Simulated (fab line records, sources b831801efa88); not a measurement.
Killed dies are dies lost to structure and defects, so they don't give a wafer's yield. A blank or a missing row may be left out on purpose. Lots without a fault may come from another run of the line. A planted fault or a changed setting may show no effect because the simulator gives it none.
A struck lot beside a sound one | flow sfq_line | 20 steps out of a route of 325
Sound: wafers L502.3, L502.4, L502.6. Struck: wafers L506.3, L506.4, L506.5. The cause comes at the end.
At each step with rows: each side's tool, then ch and its chambers, then its first start. Under that, the readings that differ: sound wafers | struck wafers | difference of the means | sigmas: that difference in standard deviations of wafers without a fault.
alike: readings whose means differ by less than 2 such deviations, and words and numbers that are the same on both sides. not compared: withheld readings, readings that some wafer has no value for, bounds like >300 that may hide the same value, and numbers for which the record gives no deviation and whose values overlap.
The two part at a step that has a row with sigmas, a row that says differs or no value, or rows on one side only. Numbers that don't overlap but have no deviation are shown without sigmas and don't part them. A reading that every wafer of one side lacks parts them only if that side has two wafers or more.

first, 2 steps without rows for these wafers: SFQ_TRILAYER_I6_VIA_LITHO_PEB_172 (peb time 60 s); SFQ_TRILAYER_I6_VIA_LITHO_DEVELOP_171 (time 60 s).
SFQ_I6_OVL_MEAS_942:
  sound on overlay-01, day 68 04:58; struck on overlay-01, day 70 08:35
  alike: I6_OVL
SFQ_TRILAYER_I6_VIA_BARC_OPEN_VIA_ETCH_235: etches BARC in O2, target depth 125 nm, time 41.7 s.
  sound on rie_diel-04 ch 0,1,3, day 68 04:59; struck on rie_diel-03 ch 1,2, day 70 08:36
  alike: drypump_motor_current_A, oes_product_au
  not compared: rf_hours_counter_h
SFQ_TRILAYER_I6_VIA_ETCH_VIA_ETCH_172: etches SiO2 in CHF3, stops on Nb, target depth 260 nm.
  sound on rie_diel-04 ch 0,1,3, day 68 05:02; struck on rie_diel-03 ch 1,2, day 70 08:38
  alike: drypump_motor_current_A, oes_product_au
SFQ_TRILAYER_I6_VIA_STRIP_STRIP_173: strips in O2.
  sound on rie_metal-04 ch 0,1, day 68 05:20; struck on rie_metal-04 ch 0,1, day 70 08:57
  alike: drypump_motor_current_A, oes_product_au
  not compared: rf_hours_counter_h
then, 3 steps without rows for these wafers: SFQ_TRILAYER_I6_VIA_STRIP_SOLV_CLEAN_174 (cleans in NMP, time 600 s); SFQ_TRILAYER_M7_DEP_PRE_CLEAN_176 (time 22.5 s); SFQ_TRILAYER_M7_DEP_SPUTTER_175 (material Nb, target thk 200 nm, time 133.3 s).
SFQ_M7_RS_MEAS_943: measures by four-point-probe.
  sound on film_metro-04, day 68 06:05; struck on film_metro-04, day 70 09:41
  alike: M7_NB_RS
then, 1 step without rows for these wafers: SFQ_TRILAYER_M7_LITHO_COAT_182 (resist thk 62 nm).
SFQ_TRILAYER_M7_LITHO_COAT_177: resist thk 600 nm.
  sound on litho_track-04 ch 0, day 68 06:38; struck on litho_track-01 ch 0, day 70 10:14
  reading                                             | sound                | struck               | difference | sigmas
  spin_speed_rpm (rpm)                                | 2999.6 2998.9 2999.9 | 3154.4 3157.5 3155.9 | +156.5     | +87
  model.KrF_of_TRILAYER_M7_LITHO_COAT_177.thk_nm (nm) | 598.8 599.1 600.1    | 586.1 586.1 584.7    | -13.7      |
then, 4 steps without rows for these wafers: SFQ_TRILAYER_M7_LITHO_SOFTBAKE_181; SFQ_TRILAYER_M7_LITHO_EXPOSE_178 (exposes mask M7, target cd 500 nm); SFQ_TRILAYER_M7_LITHO_PEB_180 (peb time 60 s); SFQ_TRILAYER_M7_LITHO_DEVELOP_179 (time 60 s).
SFQ_M7_OVL_MEAS_945:
  sound on overlay-01, day 69 15:47; struck on overlay-02, day 71 13:01
  alike: M7_OVL
SFQ_TRILAYER_M7_BARC_OPEN_METAL_ETCH_229: etches BARC in O2, target depth 125 nm, time 41.7 s.
  sound on rie_metal-03 ch 0,1, day 69 15:49; struck on rie_metal-03 ch 0,1, day 71 13:04
  alike: drypump_motor_current_A, oes_product_au
  not compared: rf_hours_counter_h
SFQ_TRILAYER_M7_ETCH_METAL_ETCH_180: etches Nb in Cl2/Ar, stops on SiO2, target depth 240 nm, time 120 s.
  sound on rie_metal-03 ch 0,1, day 69 15:54; struck on rie_metal-03 ch 0,1, day 71 13:08
  reading                                             | sound             | struck            | difference | sigmas
  model.KrF_of_TRILAYER_M7_LITHO_COAT_177.thk_nm (nm) | 381.8 381.3 382.4 | 369.8 367.5 367.7 | -13.5      |
  alike: drypump_motor_current_A, oes_product_au
  not compared: rf_hours_counter_h
SFQ_TRILAYER_M7_STRIP_STRIP_181: strips in O2.
  sound on rie_metal-03 ch 0,1, day 69 16:11; struck on rie_metal-03 ch 0,1, day 71 13:25
  alike: drypump_motor_current_A, oes_product_au
  not compared: rf_hours_counter_h

WHERE THEY PART
Only at SFQ_TRILAYER_M7_LITHO_COAT_177, within this record. Later steps at which nothing parts them and some readings are alike: SFQ_M7_OVL_MEAS_945, SFQ_TRILAYER_M7_BARC_OPEN_METAL_ETCH_229, SFQ_TRILAYER_M7_ETCH_METAL_ETCH_180, SFQ_TRILAYER_M7_STRIP_STRIP_181.

WHY: what the simulator had put in
Process parameter drift: litho_track-01, from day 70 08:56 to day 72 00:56, at SFQ_TRILAYER_M7_LITHO_COAT_177. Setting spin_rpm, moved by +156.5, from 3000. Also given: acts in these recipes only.
